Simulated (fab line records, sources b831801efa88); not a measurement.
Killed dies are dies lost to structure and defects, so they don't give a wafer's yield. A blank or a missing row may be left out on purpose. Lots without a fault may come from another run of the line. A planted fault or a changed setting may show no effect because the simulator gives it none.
Which tool did it? | flow sky130 | 12 lots, 36 wafers sampled, at 1 step of a route of 708

WHAT THE GAUGES READ, wafer by wafer
SKY_VIA2_CD_MEAS_12: target cd 200 nm. Usual: cd_nm 200.3 nm, standard deviation 1.3.
lot  | measured     | on        | cd_nm (nm)        | flag
L285 | day 36 06:45 | cd_sem-02 | 199.6 201.5 201.5 |
L286 | day 36 10:50 | cd_sem-02 | 199.3 197.9 199.3 |
L288 | day 37 14:51 | cd_sem-02 | 201.5 200.3 199.4 |
L292 | day 39 02:03 | cd_sem-01 | 202.9 202.1 201.0 |
L293 | day 39 04:56 | cd_sem-01 | 200.2 199.8 199.0 |
L294 | day 39 09:13 | cd_sem-01 | 202.4 199.3 200.0 |
L300 | day 41 11:07 | cd_sem-01 | 200.6 200.3 201.8 |
L304 | day 42 03:32 | cd_sem-02 | 200.7 201.9 201.8 |
L306 | day 42 16:26 | cd_sem-01 | 198.7 197.6 197.7 |
L305 | day 42 20:56 | cd_sem-02 | 198.6 199.4 199.5 |
L308 | day 43 03:56 | cd_sem-02 | 202.3 201.2 200.3 |
L307 | day 43 04:34 | cd_sem-01 | 198.4 198.3 198.5 |

WHICH TOOL RAN EACH LOT (tool, then ch and the chambers of the sampled wafers, then the start)
The record holds no process step before these readings.

WHAT THE TOOLS THEMSELVES READ (means of the sampled wafers that have a number; where no wafer has one, the mark that the record gives instead)
The record holds no such reading with a usual standard deviation.

THE ANSWER, worked out from the rows above alone
Rule: a lot is off if the mean of its wafers that have a number lies more than 3 standard deviations from the usual mean. A lot without any number at a reading at which 4 lots or more have one is off too. The other lots that the step has rows for count as sound. The gauges are gone through in route order, then the tools' own readings, and for those a lot's mean is taken as printed above. The first step at which some lot is off is used, and at that step the reading that is off furthest; a lot without a number counts as furthest.
No lot is off at any reading shown: from this, nothing can be told.

WHAT THE SIMULATOR HAD PUT IN
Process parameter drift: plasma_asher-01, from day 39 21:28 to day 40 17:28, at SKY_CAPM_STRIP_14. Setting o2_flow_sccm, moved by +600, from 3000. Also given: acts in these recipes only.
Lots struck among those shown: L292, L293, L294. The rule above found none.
